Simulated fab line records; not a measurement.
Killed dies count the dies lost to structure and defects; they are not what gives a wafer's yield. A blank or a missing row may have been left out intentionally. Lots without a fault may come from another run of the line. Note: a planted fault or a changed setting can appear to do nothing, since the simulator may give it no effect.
fab line records | flow gf180mcu
record: lots: 10 wafers: 30 last_day: 35
route steps=602 shown MIM@508 TOP_METAL@569 PASSIVATION@598
lots that met no fault: from a run of the same line without faults
start_h: hours from the record's first day to the start of the lot's first wafer shown | wait_h: time in hours since the lot's previous step | " identical to the entry in the row above | L1.1+2: a single row standing in for several wafers | - no value, or no start given | * or withheld: withheld | < > ~ a bound
route shown NAME@n: NAME is a module with steps in the file, n the number in the route of the first one | usual: the fault-free wafers' mean and standard deviation | same: alike in all rows | chamber/n: place in a boat | sites: the reading at each site | _std_site: the standard deviation of these | _edge_site: outer sites' mean less inner sites' | radius_mm: for every site, how far away it sits from the centre of the wafer | mask NAME#n: copy n | behind: the last tool/chamber to shape the wafer | hold: cause of the lot's hold/its duration in hours/its outcome | device: names the non-switching transistor (n, p or np) | end of line: the same wafers' tests at the end of the route | a step with no rows: only its recipe | killed: not the wafer's yield, but the dies lost to structure and defects at the first sort | map: the dies of a wafer, with x for killed, . for not killed, _ for no die there
set.NAME: the setting the step ran with; set.NAME@STEP: the setting that earlier step ran with | model.NAME: the simulator's own value behind a step, which no gauge read
the route's steps for a sample of lots (tables are steps, rows are wafers)
services: a tool's chamber out of use, with start hour (start_h, from the record's first day; less than 0 if before it), hours out, and reason
== steps ==
step: GF_MIM_CVD_05
recipe: material: Si3N4 target_thk_nm: 42 temp_max_c: 400 temp_c: 385 time_s: 29.086 rf_w: 450
usual: heater_power_w: 655/90
columns lot.wafer tool chamber start_h wait_h heater_power_w
L760.1 pecvd-04 1 597.35 0.0 620
L760.2 " 2 " " 722
L760.3 " 0 " " 603
L761.1 pecvd-01 2 613.08 0.0 702
L761.2 " 0 " " 657
L761.4 " 1 " " 849
L763.1 pecvd-02 1 628.70 0.0 652
L763.3 " 2 " " 730
L763.4 " 2 " " 726
L764.1 pecvd-01 0 628.75 0.0 573
L764.2 " 2 " " 630
L764.5 " 2 " " 618
L767.2 pecvd-01 0 655.93 0.0 629
L767.4 " 0 " " 620
L767.5 " 2 " " 731
L769.2 pecvd-01 2 671.64 0.0 705
L769.3 " 0 " " 634
L769.6 " 2 " " 690
L770.2 pecvd-02 2 672.01 0.0 700
L770.4 " 2 " " 713
L770.6 " 1 " " 654
L775.1 pecvd-01 1 708.41 0.0 864
L775.3 " 2 " " 651
L775.6 " 0 " " 672
L777.1 pecvd-01 0 714.27 0.0 603
L777.3 " 2 " " 642
L777.4 " 1 " " 765
L781.3 pecvd-04 1 743.94 0.0 496
L781.5 " 0 " " 581
L781.6 " 1 " " 501
step: GF_TOP_METAL_SPUTTER_02
recipe: material: AlCu target_thk_nm: 900 power_w: 10600 chamber_pressure_pa: 0.3 substrate_temp_c: 250 gas: Ar time_s: 47.82
usual: throttle_valve_pct: 29.8/0.85
columns lot.wafer tool chamber start_h wait_h throttle_valve_pct
L760.1 pvd_sputter-02 - 662.28 0.0 29.6
L760.2 " - " " 29.9
L760.3 " - " " 29.9
L761.1 pvd_sputter-01 - 676.88 0.0 31.0
L761.2 " - " " 30.4
L761.4 " - " " 28.8
L763.1 pvd_sputter-01 - 692.18 0.0 30.5
L763.3 " - " " 29.1
L763.4 " - " " 30.9
L764.1 pvd_sputter-02 - 692.78 0.0 29.4
L764.2 " - " " 30.7
L764.5 " - " " 29.7
L767.2 pvd_sputter-04 - 716.50 0.0 27.7
L767.4 " - " " 30.5
L767.5 " - " " 27.8
L769.2 pvd_sputter-01 - 732.33 0.0 30.4
L769.3 " - " " 29.1
L769.6 " - " " 30.5
L770.2 pvd_sputter-04 - 732.68 0.0 30.1
L770.4 " - " " 29.3
L770.6 " - " " 29.9
L775.1 pvd_sputter-04 - 765.92 0.0 30.3
L775.3 " - " " 30.0
L775.6 " - " " 27.7
L777.1 pvd_sputter-04 - 771.36 0.0 29.4
L777.3 " - " " 27.7
L777.4 " - " " 30.0
L781.3 pvd_sputter-02 - 797.07 0.0 29.5
L781.5 " - " " 29.9
L781.6 " - " " 30.4
step: GF_TOP_METAL_RS_MEAS_05
recipe: thk_meas_gauge: four-point-probe reads: TiN_of_TOP_METAL_SPUTTER_04+Ti_of_TOP_METAL_SPUTTER_03+AlCu_of_TOP_METAL_SPUTTER_02+TiN_of_TOP_METAL_SPUTTER_01+Ti_of_TOP_METAL_SPUTTER_00
usual: TOP_METAL_ALCU_RS: 0.0327/0.0004
columns lot.wafer tool chamber start_h wait_h TOP_METAL_ALCU_RS[ohm/sq]
L760.1 film_metro-03 - 662.37 0.0 0.0329
L760.2 " - " " 0.0327
L760.3 " - " " 0.0326
L761.1 film_metro-04 - 676.97 0.0 0.0328
L761.2 " - " " 0.0332
L761.4 " - " " 0.0333
L763.1 film_metro-03 - 692.27 0.0 0.0330
L763.3 " - " " 0.0329
L763.4 " - " " 0.0327
L764.1 film_metro-02 - 692.87 0.0 0.0331
L764.2 " - " " 0.0329
L764.5 " - " " 0.0330
L767.2 film_metro-02 - 716.61 0.0 0.0323
L767.4 " - " " 0.0327
L767.5 " - " " 0.0322
L769.2 film_metro-04 - 732.44 0.0 0.0325
L769.3 " - " " 0.0322
L769.6 " - " " 0.0327
L770.2 film_metro-03 - 732.79 0.0 0.0324
L770.4 " - " " 0.0317
L770.6 " - " " 0.0322
L775.1 film_metro-04 - 766.01 0.0 0.0323
L775.3 " - " " 0.0324
L775.6 " - " " 0.0322
L777.1 film_metro-04 - 771.45 0.0 0.0322
L777.3 " - " " 0.0325
L777.4 " - " " 0.0355
L781.3 film_metro-04 - 797.20 0.1 0.0327
L781.5 " - " " 0.0330
L781.6 " - " " 0.0329
step: GF_TOP_METAL_THK_MEAS_06
recipe: thk_meas_gauge: xrf reads: AlCu_of_TOP_METAL_SPUTTER_02
usual: TOP_METAL_ALCU_THK: 916/13
columns lot.wafer tool chamber start_h wait_h TOP_METAL_ALCU_THK[nm]
L760.1 film_metro-03 - 662.49 0.1 904
L760.2 " - " " 910
L760.3 " - " " 914
L761.1 film_metro-04 - 677.09 0.1 921
L761.2 " - " " 906
L761.4 " - " " 910
L763.1 film_metro-03 - 692.39 0.1 903
L763.3 " - " " 907
L763.4 " - " " 915
L764.1 film_metro-02 - 692.99 0.1 906
L764.2 " - " " 908
L764.5 " - " " 902
L767.2 film_metro-02 - 716.72 0.1 930
L767.4 " - " " 914
L767.5 " - " " 931
L769.2 film_metro-04 - 732.55 0.1 932
L769.3 " - " " 939
L769.6 " - " " 927
L770.2 film_metro-03 - 732.90 0.1 923
L770.4 " - " " 933
L770.6 " - " " 931
L775.1 film_metro-04 - 766.13 0.1 929
L775.3 " - " " 929
L775.6 " - " " 937
L777.1 film_metro-04 - 771.57 0.1 934
L777.3 " - " " 928
L777.4 " - " " 853
L781.3 film_metro-04 - 797.30 0.1 921
L781.5 " - " " 918
L781.6 " - " " 923
step: GF_TOP_METAL_CD_MEAS_14
recipe: target_cd_nm: 440
usual: cd_nm: 439.6/2.5
columns lot.wafer tool chamber start_h wait_h cd_nm
L760.1 cd_sem-01 - 681.90 0.1 438.9
L760.2 " - " " 438.1
L760.3 " - " " 438.6
L761.1 cd_sem-02 - 696.36 0.1 439.1
L761.2 " - " " 438.4
L761.4 " - " " 438.1
L763.1 cd_sem-02 - 712.15 0.1 441.1
L763.3 " - " " 441.0
L763.4 " - " " 440.3
L764.1 cd_sem-01 - 712.17 0.1 437.2
L764.2 " - " " 437.0
L764.5 " - " " 434.7
L767.2 cd_sem-01 - 734.64 0.1 439.4
L767.4 " - " " 439.5
L767.5 " - " " 441.8
L769.2 cd_sem-01 - 750.08 0.1 437.7
L769.3 " - " " 440.2
L769.6 " - " " 439.7
L770.2 cd_sem-01 - 750.74 0.1 441.6
L770.4 " - " " 443.1
L770.6 " - " " 440.0
L775.1 cd_sem-01 - 782.00 0.1 436.5
L775.3 " - " " 438.5
L775.6 " - " " 436.9
L777.1 cd_sem-02 - 787.46 0.1 441.4
L777.3 " - " " 443.3
L777.4 " - " " 443.1
L781.3 cd_sem-02 - 810.80 0.1 441.8
L781.5 " - " " 441.6
L781.6 " - " " 440.4
step: GF_TOP_METAL_METAL_ETCH_16
recipe: chemistry: Cl2/BCl3 mask_material: NOVOLAK target_depth_nm: 1077.5 stop_on: SiO2 pressure_mtorr: 8 icp_w: 800 bias_w: 140 Cl2_flow_sccm: 80 bcl3_flow_sccm: 40 time_s: 179.6
usual: drypump_motor_current_A: 6.2/0.45 he_backside_leak_sccm: 3.31/0.2 mfc_cl2_sccm: 80.01/0.26 oes_product_au: 0.966/0.0075 throttle_valve_pct: 28.257/0.011
columns lot.wafer tool chamber start_h wait_h drypump_motor_current_A he_backside_leak_sccm mfc_cl2_sccm oes_product_au rf_hours_counter_h throttle_valve_pct
L760.1 rie_metal-02 0 682.06 0.0 5.7 3.07 80.20 0.961 6 28.271
L760.2 " 1 " " 6.5 3.34 80.15 0.968 2 28.273
L760.3 " 1 " " 6.5 3.34 79.90 0.968 - 28.252
L761.1 rie_metal-04 0 696.52 0.0 6.7 3.64 79.90 0.958 14 28.263
L761.2 " 1 " " 6.5 3.20 80.16 0.961 0 28.260
L761.4 " 1 " " 6.5 3.08 80.02 0.957 - 28.257
L763.1 rie_metal-01 1 712.31 0.0 5.5 3.33 80.58 0.956 3 28.260
L763.3 " 0 " " 5.9 2.99 79.71 0.965 - 28.267
L763.4 " 1 " " 5.5 3.30 80.06 0.962 - 28.253
L764.1 rie_metal-04 1 712.34 0.0 6.5 3.46 80.38 0.955 1 28.263
L764.2 " 1 " " 6.5 3.44 80.70 0.971 - 28.260
L764.5 " 1 " " 6.5 3.46 80.30 0.953 - 28.249
L767.2 rie_metal-04 1 734.78 0.0 6.5 3.19 80.13 0.976 2 28.249
L767.4 " 0 " " 6.7 3.53 80.63 0.963 - 28.252
L767.5 " 1 " " 6.5 3.12 79.92 0.966 - 28.256
L769.2 rie_metal-02 1 750.22 0.0 6.4 3.30 80.02 0.978 5 28.260
L769.3 " 1 " " 6.5 3.27 80.02 0.975 - 28.239
L769.6 " 1 " " 6.4 3.30 80.15 0.969 - 28.258
L770.2 rie_metal-04 1 750.93 0.1 6.5 3.30 79.99 0.972 - 28.260
L770.4 " 1 " " 6.5 3.55 80.11 0.973 - 28.240
L770.6 " 1 " " 6.5 3.38 80.03 0.972 - 28.247
L775.1 rie_metal-01 0 782.16 0.0 5.9 3.22 79.48 0.967 5 28.264
L775.3 " 1 " " 5.5 3.70 80.04 0.968 - 28.256
L775.6 " 1 " " 5.5 3.54 79.91 0.978 - 28.245
L777.1 rie_metal-01 1 787.62 0.0 5.5 3.61 79.69 0.978 6 28.242
L777.3 " 0 " " 5.9 2.93 79.87 0.966 - 28.250
L777.4 " 1 " " 5.5 3.55 79.62 0.926 - 28.304
L781.3 rie_metal-02 0 810.98 0.1 5.6 3.20 79.88 0.958 - 28.248
L781.5 " 1 " " 6.5 3.24 79.85 0.960 - 28.269
L781.6 " 0 " " 5.7 3.18 80.12 0.963 - 28.258
step: GF_PASSIVATION_ETCH_11
recipe: chemistry: CF4/O2 target_depth_nm: 1800 stop_on: TiN source_w: 800 bias_w: 150 pressure_mtorr: 150 cf4_flow_sccm: 80 O2_flow_sccm: 10 time_s: 400
usual: drypump_motor_current_A: 6.1/0.52 oes_product_au: 0.965/0.0074 throttle_valve_pct: 5.961/0.0087
columns lot.wafer tool chamber start_h wait_h drypump_motor_current_A oes_product_au rf_hours_counter_h throttle_valve_pct
L760.1 rie_diel-04 2 702.17 - 6.1 0.954 57 5.952
L760.2 " 1 " " 5.9 0.954 15 5.955
L760.3 " 0 " " 5.2 0.965 25 5.965
L761.1 rie_diel-04 2 715.15 - 6.1 0.962 58 5.977
L761.2 " 0 " " 5.2 0.959 26 5.959
L761.4 " 1 " " 5.9 0.973 16 5.949
L763.1 rie_diel-01 1 732.07 - 6.0 0.970 16 5.947
L763.3 " 3 " " 6.8 0.957 9 5.959
L763.4 " 0 " " 5.5 0.971 6 5.956
L764.1 rie_diel-03 1 732.46 - 6.5 0.966 14 5.972
L764.2 " 3 " " 6.1 0.971 51 5.955
L764.5 " 1 " " 6.5 0.974 - 5.973
L767.2 rie_diel-03 0 753.75 - 6.0 0.964 26 5.955
L767.4 " 0 " " 6.1 0.969 - 5.962
L767.5 " 1 " " 6.5 0.971 - 5.960
L769.2 rie_diel-01 1 768.56 - 6.0 0.964 17 5.952
L769.3 " 3 " " 6.7 0.965 10 5.963
L769.6 " 0 " " 5.5 0.977 - 5.967
L770.2 rie_diel-03 3 769.21 - 6.2 0.964 1 5.958
L770.4 " 3 " " 6.1 0.965 - 5.963
L770.6 " 1 " " 6.5 0.972 - 5.974
L775.1 rie_diel-01 1 798.75 - 6.0 0.953 18 5.965
L775.3 " 3 " " 6.7 0.964 11 5.954
L775.6 " 1 " " 6.0 0.964 - 5.968
L777.1 rie_diel-01 3 804.61 - 6.8 0.963 12 5.970
L777.3 " 2 " " 6.4 0.958 3 5.977
L777.4 " 1 " " 6.0 0.980 19 5.959
L781.3 rie_diel-01 1 826.27 - 6.0 0.966 21 5.965
L781.5 " 3 " " 6.8 0.973 - 5.974
L781.6 " 0 " " 5.5 0.977 - 5.969
== services ==
columns tool chamber start_h hours kind
rie_metal-04 - 578.30 1.3 repair
pvd_sputter-01 - 593.55 0.6 repair
rie_diel-01 2 598.86 72.4 repair
rie_metal-01 0 610.35 4.4 repair
pvd_sputter-04 - 619.01 0.9 repair
rie_diel-03 1 623.72 5.0 repair
pvd_sputter-02 - 632.31 5.7 repair
rie_diel-01 - 637.35 3.9 repair
pvd_sputter-01 - 662.82 0.5 repair
rie_diel-01 0 663.17 4.6 repair
pvd_sputter-01 - 697.10 1.8 repair
rie_diel-01 2 700.19 6.2 repair
rie_metal-01 0 714.66 4.6 repair
rie_metal-04 0 745.27 29.9 repair
pecvd-01 - 750.27 0.4 repair
rie_diel-01 - 751.54 16.7 repair
rie_metal-04 1 764.15 4.5 repair
rie_diel-03 0 768.16 12.5 repair
rie_diel-03 2 778.92 6.6 repair
pecvd-01 - 783.25 0.8 repair
rie_diel-03 1 797.46 4.5 repair
rie_diel-03 0 799.83 16.9 repair
rie_diel-01 0 806.58 5.5 repair
rie_diel-01 0 819.33 4.0 repair
== key ==
first_sign: step: GF_TOP_METAL_RS_MEAS_05 reading: TOP_METAL_ALCU_RS direction: up sigmas: 6.8 usual: 0.0327 struck: 0.0355
effect: step: GF_TOP_METAL_THK_MEAS_06 reading: TOP_METAL_ALCU_THK direction: down sigmas: 4.9 usual: 916 struck: 853
effect: step: GF_TOP_METAL_METAL_ETCH_16 reading: oes_product_au direction: down sigmas: 5.4 usual: 0.966 struck: 0.926
met_at GF_TOP_METAL_SPUTTER_02
struck_lots L777
struck_wafers L777.4
not_acting_at GF_MIM_CVD_05,GF_TOP_METAL_CD_MEAS_14,GF_PASSIVATION_ETCH_11
onset_between 765.92 771.36
fault: kind: process_parameter_drift tool: pvd_sputter-04 chamber: - onset_h: 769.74 steps: GF_TOP_METAL_SPUTTER_02 channel: target_thk_nm offset: -70.842 shape: step end_h: 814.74 scope: struck_wafers_only acts_in: these_recipes_only stated: 900
